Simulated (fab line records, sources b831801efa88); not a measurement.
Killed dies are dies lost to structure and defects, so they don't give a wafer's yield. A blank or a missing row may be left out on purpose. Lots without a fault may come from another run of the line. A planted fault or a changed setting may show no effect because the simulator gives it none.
Which tool did it? | flow gf180mcu | 11 lots, 33 wafers sampled, at 6 steps of a route of 602

WHAT THE GAUGES READ, wafer by wafer
GF_V3_RS_MEAS_24: measures by four-point-probe. Usual: V3_W_RS 0.331 ohm/sq, standard deviation 0.0041.
lot  | measured     | on            | V3_W_RS (ohm/sq)  | flag
L469 | day 22 03:18 | film_metro-03 | 0.333 0.330 0.333 |
L472 | day 23 04:44 | film_metro-01 | 0.333 0.333 0.332 |
L471 | day 23 10:05 | film_metro-04 | 0.329 0.332 0.328 |
L473 | day 23 13:26 | film_metro-01 | 0.332 0.321 0.335 |
L475 | day 24 22:56 | film_metro-01 | 0.333 0.336 0.262 | OFF
L476 | day 25 00:10 | film_metro-04 | 0.262 0.335 0.337 | OFF
L482 | day 26 19:30 | film_metro-04 | 0.329 0.334 0.332 |
L487 | day 28 09:14 | film_metro-04 | 0.334 0.333 0.333 |
L488 | day 28 13:28 | film_metro-03 | 0.330 0.336 0.335 |
L491 | day 29 17:12 | film_metro-04 | 0.326 0.335 0.331 |
L492 | day 29 19:57 | film_metro-04 | 0.332 0.328 0.334 |

GF_V3_THK_MEAS_25: measures by xrf. Usual: V3_W_THK 351 nm, standard deviation 6.2.
lot  | measured     | on            | V3_W_THK (nm) | flag
L469 | day 22 03:25 | film_metro-03 | 342 348 343   |
L472 | day 23 04:52 | film_metro-01 | 354 356 357   |
L471 | day 23 10:13 | film_metro-04 | 350 346 351   |
L473 | day 23 13:32 | film_metro-01 | 353 368 350   |
L475 | day 24 23:03 | film_metro-01 | 357 351 454   | OFF
L476 | day 25 00:16 | film_metro-04 | 442 346 344   | OFF
L482 | day 26 19:37 | film_metro-04 | 350 344 346   |
L487 | day 28 09:21 | film_metro-04 | 345 348 346   |
L488 | day 28 13:34 | film_metro-03 | 348 340 344   |
L491 | day 29 17:19 | film_metro-04 | 355 345 350   |
L492 | day 29 20:03 | film_metro-04 | 349 352 346   |

GF_M4_THK_MEAS_06: measures by xrf. Usual: M4_ALCU_THK 446 nm, standard deviation 6.4.
lot  | measured     | on            | M4_ALCU_THK (nm) | flag
L469 | day 22 04:07 | film_metro-03 | 462 455 458      |
L472 | day 23 05:34 | film_metro-03 | 446 442 442      |
L471 | day 23 10:56 | film_metro-03 | 451 452 450      |
L473 | day 23 14:14 | film_metro-03 | 447 453 450      |
L475 | day 24 23:46 | film_metro-04 | 451 445 447      |
L476 | day 25 01:01 | film_metro-04 | 442 438 445      |
L482 | day 26 20:19 | film_metro-04 | 445 444 444      |
L487 | day 28 10:03 | film_metro-03 | 442 446 445      |
L488 | day 28 14:16 | film_metro-03 | 452 447 452      |
L491 | day 29 18:01 | film_metro-04 | 440 439 440      |
L492 | day 29 20:46 | film_metro-02 | 447 456 453      |

WHICH TOOL RAN EACH LOT (tool, then ch and the chambers of the sampled wafers, then the start)
lot  | GF_V2_CVD_23                  | GF_V3_CVD_23                  | GF_V3_CMP_26
L469 | cvd_w-02 ch 0,1, day 20 00:22 | cvd_w-01 ch 0,1, day 22 03:11 | cmp-01 ch 2,3, day 22 03:29
L472 | cvd_w-01 ch 0,1, day 21 02:46 | cvd_w-01 ch 0,1, day 23 04:38 | cmp-02 ch 0,1,2, day 23 04:55
L471 | cvd_w-02 ch 0,1, day 21 08:47 | cvd_w-01 ch 1, day 23 09:52   | cmp-02 ch 1,3, day 23 10:19
L473 | cvd_w-01 ch 0,1, day 21 11:28 | cvd_w-02 ch 0,1, day 23 13:19 | cmp-01 ch 1,3, day 23 13:37
L475 | cvd_w-01 ch 0,1, day 22 23:13 | cvd_w-01 ch 0,1, day 24 22:49 | cmp-01 ch 0,2, day 24 23:06
L476 | cvd_w-02 ch 0,1, day 23 00:25 | cvd_w-01 ch 0,1, day 25 00:04 | cmp-01 ch 0,1, day 25 00:24
L482 | cvd_w-02 ch 0,1, day 24 22:07 | cvd_w-02 ch 1, day 26 19:23   | cmp-02 ch 0,1,3, day 26 19:47
L487 | cvd_w-02 ch 0,1, day 26 13:07 | cvd_w-01 ch 0,1, day 28 09:07 | cmp-01 ch 0,2, day 28 09:27
L488 | cvd_w-01 ch 0,1, day 26 17:44 | cvd_w-01 ch 0,1, day 28 13:21 | cmp-01 ch 1,3, day 28 13:39
L491 | cvd_w-02 ch 1, day 27 23:07   | cvd_w-02 ch 0,1, day 29 17:04 | cmp-01 ch 0,3, day 29 17:25
L492 | cvd_w-01 ch 0,1, day 28 02:08 | cvd_w-01 ch 0,1, day 29 19:50 | cmp-01 ch 0,1,2, day 29 20:08
- GF_V2_CVD_23: deposits W, target thk 350 nm, time 104.94 s.
- GF_V3_CVD_23: deposits W, target thk 350 nm, time 104.9 s.
- GF_V3_CMP_26: polishes, stops on SiO2, t overpolish 15 s, target thk 0 nm.

WHAT THE TOOLS THEMSELVES READ (means of the sampled wafers that have a number; where no wafer has one, the mark that the record gives instead)
GF_V2_CVD_23. Usual: heater_power_w 916 W, standard deviation 36; susceptor_temp_C 400.01 C, standard deviation 0.21.
lot  | tool     | heater_power_w (W) | susceptor_temp_C (C) | flag
L469 | cvd_w-02 | 923                | 399.93               |
L472 | cvd_w-01 | 901                | 400.02               |
L471 | cvd_w-02 | 919                | 400.18               |
L473 | cvd_w-01 | 925                | 400.15               |
L475 | cvd_w-01 | 901                | 399.80               |
L476 | cvd_w-02 | 912                | 400.08               |
L482 | cvd_w-02 | 934                | 399.92               |
L487 | cvd_w-02 | 911                | 399.99               |
L488 | cvd_w-01 | 927                | 400.00               |
L491 | cvd_w-02 | 921                | 399.92               |
L492 | cvd_w-01 | 939                | 400.05               |

GF_V3_CVD_23. Usual: heater_power_w 919 W, standard deviation 36; susceptor_temp_C 399.94 C, standard deviation 0.22.
lot  | tool     | heater_power_w (W) | susceptor_temp_C (C) | flag
L469 | cvd_w-01 | 933                | 400.07               |
L472 | cvd_w-01 | 932                | 399.87               |
L471 | cvd_w-01 | 872                | 399.91               |
L473 | cvd_w-02 | 921                | 400.06               |
L475 | cvd_w-01 | 952                | 404.18               | OFF
L476 | cvd_w-01 | 950                | 404.25               | OFF
L482 | cvd_w-02 | 941                | 399.94               |
L487 | cvd_w-01 | 948                | 399.98               |
L488 | cvd_w-01 | 958                | 400.02               |
L491 | cvd_w-02 | 936                | 399.79               |
L492 | cvd_w-01 | 924                | 399.92               |

GF_V3_CMP_26. Usual: motor_current_A 11.0 A, standard deviation 1.1; time_to_endpoint_s 82 s, standard deviation 3.3.
lot  | tool   | motor_current_A (A) | time_to_endpoint_s (s) | flag
L469 | cmp-01 | 12.1                | 77                     |
L472 | cmp-02 | 11.5                | 81                     |
L471 | cmp-02 | 10.7                | 82                     |
L473 | cmp-01 | 10.9                | 82                     |
L475 | cmp-01 | 11.6                | 83                     |
L476 | cmp-01 | 10.9                | 88                     |
L482 | cmp-02 | 10.8                | 81                     |
L487 | cmp-01 | 11.7                | 79                     |
L488 | cmp-01 | 10.9                | 85                     |
L491 | cmp-01 | 12.3                | 83                     |
L492 | cmp-01 | 10.8                | 84                     |

THE ANSWER, worked out from the rows above alone
Rule: a lot is off if the mean of its wafers that have a number lies more than 3 standard deviations from the usual mean. A lot without any number at a reading at which 4 lots or more have one is off too. The other lots that the step has rows for count as sound. The gauges are gone through in route order, then the tools' own readings, and for those a lot's mean is taken as printed above. The first step at which some lot is off is used, and at that step the reading that is off furthest; a lot without a number counts as furthest.
Off: L475, L476, at GF_V3_RS_MEAS_24 (V3_W_RS).
A tool fits if, at a process step before that reading, it ran every lot that is off, and no sound lot after the first of them. The gauges at GF_V3_RS_MEAS_24 aren't tried: what is off there is off at GF_V3_CVD_23 too, on other tools, and a gauge's error can't cause that. None of those tried fits.

WHAT THE SIMULATOR HAD PUT IN
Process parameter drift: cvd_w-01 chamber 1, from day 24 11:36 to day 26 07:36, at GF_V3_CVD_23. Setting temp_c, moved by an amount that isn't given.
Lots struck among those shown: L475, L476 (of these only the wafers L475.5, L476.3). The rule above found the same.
